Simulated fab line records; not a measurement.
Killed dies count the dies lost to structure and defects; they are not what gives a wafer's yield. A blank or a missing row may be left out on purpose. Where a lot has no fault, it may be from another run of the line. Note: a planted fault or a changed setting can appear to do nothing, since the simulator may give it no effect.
Which tool was responsible? ; flow sky130 ; 6 lots with 18 wafers sampled at 4 steps, on a route of 708 steps

WHAT THE GAUGES SHOWED, per wafer
SKY_PAD_OPEN_BOW_MEAS_13.
lot;measured;on;PAD_OPEN_BOW (um)
L425;day 45 21:42;filmMetro-03;47 45 32
L426;day 47 07:29;filmMetro-01;66 51 60
L432;day 47 20:39;filmMetro-02;37 37 44
L433;day 48 04:41;filmMetro-02;49 29 33
L439;day 49 04:55;filmMetro-03;61 55 48
L444;day 50 06:25;filmMetro-02;62 65 54

EACH LOT AND THE TOOL THAT RAN IT (in order: tool; ch and the chambers of the sampled wafers; start)
lot;SKY_METAL3_SPUTTER_01;SKY_VIA4_CVD_18;SKY_PAD_OPEN_STRIP_08
L425;pvdSputter-01, day 36 09:42;cvdW-02 ch 0,1, day 42 23:05;plasmaAsher-04 ch 1, day 45 19:33
L426;pvdSputter-01, day 38 04:47;cvdW-01 ch 0,1, day 44 12:07;plasmaAsher-02 ch 0,1, day 47 05:18
L432;pvdSputter-03, day 38 21:13;cvdW-01 ch 0,1, day 45 01:41;plasmaAsher-01 ch 0,1, day 47 18:03
L433;pvdSputter-03, day 39 10:02;cvdW-02 ch 0,1, day 45 12:41;plasmaAsher-01 ch 0,1, day 48 02:30
L439;pvdSputter-01, day 40 16:11;cvdW-01 ch 0,1, day 46 15:42;plasmaAsher-01 ch 0,1, day 49 02:45
L444;pvdSputter-03, day 42 04:08;cvdW-01 ch 0, day 47 21:40;plasmaAsher-04 ch 0,1, day 50 03:54
- SKY_METAL3_SPUTTER_01: material TiN, target thk 20 nm, time 16.7 s.
- SKY_VIA4_CVD_18: deposits W, target thk 505 nm, time 152.14 s.
- SKY_PAD_OPEN_STRIP_08: strips in O2/N2.

THE ANSWER, worked out from the rows above alone
Rule: usual is defined by the lots themselves. The widest of any qualifying gaps counts: lots, ordered by their means at a reading, are off when they make up no more than a third of the lots, leave a main group of 4 or more, and stand apart from it by 3 or more times the standard deviation of that group's means. The tables above print the reading to a certain number of digits; a main group whose means all agree to those digits is not used. Also off: a lot with no number at a reading for which 4 or more lots have one. Any other lot the step has rows for is counted as sound.
None of the lots is off at any reading shown; this tells nothing.

WHAT THE SIMULATOR HAD PUT IN
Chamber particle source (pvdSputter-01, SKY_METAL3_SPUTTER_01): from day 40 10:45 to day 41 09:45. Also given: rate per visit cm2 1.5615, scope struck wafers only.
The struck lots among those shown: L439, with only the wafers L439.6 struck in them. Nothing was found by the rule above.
